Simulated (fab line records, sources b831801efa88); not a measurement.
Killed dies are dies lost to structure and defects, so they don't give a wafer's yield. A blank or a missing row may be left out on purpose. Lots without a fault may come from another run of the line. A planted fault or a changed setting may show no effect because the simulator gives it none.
Chamber matching | flow gf180mcu | GF_V5_CVD_02 on pecvd-02: 3 sister chambers
The step deposits SiO2 from TEOS, target thk 1450 nm, time 163.28 s. 3 wafers are shown with their chamber, then 10 later ones without.

WAFERS WITH THEIR CHAMBER
wafer  | chamber | heater_power_w (W)
L090.3 | 0       | 446
L092.1 | 1       | 562
L092.4 | 2       | 639

WAFERS WITHOUT THEIR CHAMBER
wafer  | heater_power_w (W)
L092.6 | 664
L093.4 | 758
L093.5 | 646
L093.6 | 670
L096.1 | 611
L096.2 | 735
L096.3 | 447
L096.4 | 797
L096.5 | 500
L096.6 | 704

WHICH CHAMBER EACH WENT THROUGH
wafer  | from the rows above          | in truth
L092.6 | can't be placed: 2 or 1      | 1
L093.4 | can't be placed: 2 or 1      | 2
L093.5 | can't be placed: 2 or 1      | 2
L093.6 | can't be placed: 2 or 1      | 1
L096.1 | can't be placed: 2 or 1 or 0 | 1
L096.2 | can't be placed: 2 or 1      | 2
L096.3 | can't be placed: 0 or 1      | 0
L096.4 | can't be placed: 2 or 1      | 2
L096.5 | can't be placed: 0 or 1 or 2 | 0
L096.6 | can't be placed: 2 or 1      | 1
Placed correctly: 0 of 10. Can't be placed from these rows: 10 (the true chamber is among the candidates in 10). Placed wrongly: 0.
How it was worked out, from the rows above alone: a wafer's distance from a chamber is the root of the sum, over the readings, of the square of ((its reading less the chamber's mean) divided by the reading's scatter). The wafer belongs to the nearest chamber; if the next one is less than 2 further off, it can't be placed. A chamber's mean is the mean of its shown wafers. The scatter: with one shown wafer a chamber, the root of the mean of the squares of how far each hidden wafer lies from its nearest shown one.
